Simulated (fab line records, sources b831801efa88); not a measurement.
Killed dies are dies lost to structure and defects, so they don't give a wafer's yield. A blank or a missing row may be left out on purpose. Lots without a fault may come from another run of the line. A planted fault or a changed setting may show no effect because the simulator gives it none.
A struck lot beside a sound one | flow sky130 | 18 steps out of a route of 708
Sound: wafers L173.1, L173.3, L173.6. Struck: wafers L176.2, L176.4, L176.5. The cause comes at the end.
At each step with rows: each side's tool, then ch and its chambers, then its first start. Under that, the readings that differ: sound wafers | struck wafers | difference of the means | sigmas: that difference in standard deviations of wafers without a fault.
alike: readings whose means differ by less than 2 such deviations, and words and numbers that are the same on both sides. not compared: withheld readings, readings that some wafer has no value for, bounds like >300 that may hide the same value, and numbers for which the record gives no deviation and whose values overlap.
The two part at a step that has a row with sigmas, a row that says differs or no value, or rows on one side only. Numbers that don't overlap but have no deviation are shown without sigmas and don't part them. A reading that every wafer of one side lacks parts them only if that side has two wafers or more.

first, 4 steps without rows for these wafers: SKY_LDD_HVN_SOFTBAKE_03 (time 60 s); SKY_LDD_HVN_EXPOSE_04 (exposes mask HVNTM, target cd 700 nm); SKY_LDD_HVN_PEB_05; SKY_LDD_HVN_DEVELOP_06 (develop time 60 s).
SKY_LDD_HVN_OVL_MEAS_07:
  sound on overlay-02, day 21 22:55; struck on overlay-01, day 23 12:10
  alike: LDD_HVN_OVL
then, 1 step without rows for these wafers: SKY_LDD_HVN_IMPLANT_08.
SKY_LDD_HVN_STRIP_09: strips in O2/N2.
  sound on plasma_asher-04 ch 1, day 21 23:07; struck on plasma_asher-03 ch 0,1, day 23 12:20
  reading                     | sound       | struck      | difference | sigmas
  drypump_motor_current_A (A) | 4.9 4.9 4.9 | 5.6 5.6 6.4 | +1.0       | +2
  alike: o2_flow_sccm, oes_product_au, strip_time_to_endpoint_s
  not compared: rf_hours_counter_h
SKY_LDD_HVN_TW_MEAS_10:
  sound on film_metro-04, day 21 23:13; struck on film_metro-04, day 23 12:27
  alike: LDD_HVN_TW
then, 4 steps without rows for these wafers: SKY_LDD_HVP_DEHYDRATE_00 (time 60 s); SKY_LDD_HVP_HMDS_01 (prime time 60 s); SKY_LDD_HVP_COAT_02 (resist thk 300 nm); SKY_LDD_HVP_SOFTBAKE_03 (time 60 s).
SKY_LDD_HVP_EXPOSE_04: exposes mask HVPTM, target cd 700 nm.
  sound on iline_stepper-01 ch 0, day 22 14:43; struck on iline_stepper-01 ch 0, day 24 02:59
  reading                         | sound                      | struck            | difference | sigmas
  model.LDD_HVP.overlay_x_nm (nm) | -0.00543 -0.00543 -0.00543 | 41.99 41.99 41.99 | +42.00     |
  alike: mask, stage_vel_mm_s
then, 2 steps without rows for these wafers: SKY_LDD_HVP_PEB_05; SKY_LDD_HVP_DEVELOP_06 (develop time 60 s).
SKY_LDD_HVP_OVL_MEAS_07:
  sound on overlay-01, day 23 05:41; struck on overlay-02, day 24 16:47
  reading          | sound       | struck         | difference | sigmas
  LDD_HVP_OVL (nm) | 0.1 1.9 2.7 | 39.7 41.8 42.5 | +39.8      | +31
then, 1 step without rows for these wafers: SKY_LDD_HVP_IMPLANT_08.
-- the record jumps here: 23 days lie between the struck wafers' starts before and after (it left off in module LDD_HVP and takes up again in module PAD_OPEN, whose first step shown is number 708 of the route) --
SKY_PAD_OPEN_PROBE_99:
  sound on prober-02, day 46 19:58; struck on prober-02, day 47 19:12
  alike: killed_at_M0_to_M3, killed_at_M4_up, killed_at_contacts, killed_at_front_end, killed_at_other, killed_dies, killed_open, killed_short

WHERE THEY PART
First at SKY_LDD_HVN_STRIP_09; last, within this record, at SKY_LDD_HVP_OVL_MEAS_07. Later steps at which nothing parts them and some readings are alike: SKY_PAD_OPEN_PROBE_99.

WHY: what the simulator had put in
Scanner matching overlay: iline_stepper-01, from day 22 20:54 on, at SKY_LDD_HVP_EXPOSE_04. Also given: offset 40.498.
